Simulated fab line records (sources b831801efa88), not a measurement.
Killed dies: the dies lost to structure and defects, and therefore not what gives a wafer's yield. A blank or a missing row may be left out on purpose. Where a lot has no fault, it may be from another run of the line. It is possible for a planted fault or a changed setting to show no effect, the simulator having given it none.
Chamber matching + flow gf180mcu + GF_PASSIVATION_CVD_02 on pecvd-03: 3 sister chambers
The step deposits Si3N4, target thk 700 nm, time 486.18 s. 16 wafers are shown with their chamber, then 8 later ones without.

== WAFERS WITH THEIR CHAMBER ==
| wafer  | chamber | heater-power-w (W) | heater-power-outer-w (W) |
|--------|---------|--------------------|--------------------------|
| L205.2 | 1       | 718                | 410                      |
| L205.5 | 1       | 732                | 421                      |
| L205.6 | 0       | 754                | 482                      |
| L206.3 | 0       | 765                | 457                      |
| L206.5 | 1       | 601                | 324                      |
| L206.6 | 2       | 614                | 358                      |
| L207.1 | 2       | 638                | 370                      |
| L207.4 | 1       | 764                | 427                      |
| L207.6 | 0       | 703                | 427                      |
| L208.1 | 2       | 570                | 316                      |
| L208.3 | 1       | 747                | 430                      |
| L208.5 | 2       | 602                | 361                      |
| L210.1 | 0       | 762                | 458                      |
| L210.2 | 2       | 615                | 378                      |
| L210.6 | 1       | 642                | 361                      |
| L218.2 | 0       | 712                | 434                      |

SIGNATURES (averages over the wafers above)
| reading              | chamber 0 | chamber 1 | chamber 2 | scatter within a chamber |
|----------------------|-----------|-----------|-----------|--------------------------|
| heater-power-w       | 739.20    | 700.67    | 607.80    | 45.3                     |
| heater-power-outer-w | 451.60    | 395.50    | 356.60    | 32.3                     |
Rule: for each reading, subtract the chamber's mean from the wafer's reading, divide by that reading's scatter and square the result; add these up over the readings and take the root, which gives the wafer's distance from the chamber. If the next closest chamber is less than 2 further off than the closest, the wafer can't be placed; otherwise it belongs to the closest. How the scatter is found: for the shown wafers, subtract from each reading the mean of its chamber, square and add these, divide the total by (wafers less chambers), then take the root.

== WAFERS WHOSE CHAMBER IS MISSING ==
| wafer  | heater-power-w (W) | heater-power-outer-w (W) |
|--------|--------------------|--------------------------|
| L218.3 | 716                | 416                      |
| L218.4 | 752                | 434                      |
| L220.2 | 725                | 449                      |
| L220.4 | 660                | 370                      |
| L220.6 | 763                | 463                      |
| L227.1 | 550                | 325                      |
| L227.4 | 688                | 392                      |
| L227.6 | 625                | 345                      |

== EACH ONE'S CHAMBER ==
| wafer  | from the rows above          | in truth |
|--------|------------------------------|----------|
| L218.3 | can't be placed: 1 or 0      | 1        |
| L218.4 | can't be placed: 0 or 1      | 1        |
| L220.2 | can't be placed: 0 or 1      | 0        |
| L220.4 | can't be placed: 1 or 2 or 0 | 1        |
| L220.6 | can't be placed: 0 or 1      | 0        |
| L227.1 | 2                            | 2        |
| L227.4 | can't be placed: 1 or 2 or 0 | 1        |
| L227.6 | can't be placed: 2 or 1      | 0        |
Placed correctly: 1 of 8. Unplaceable from these rows: 7, with the true chamber sitting among the candidates in 6. 0 placed wrongly.
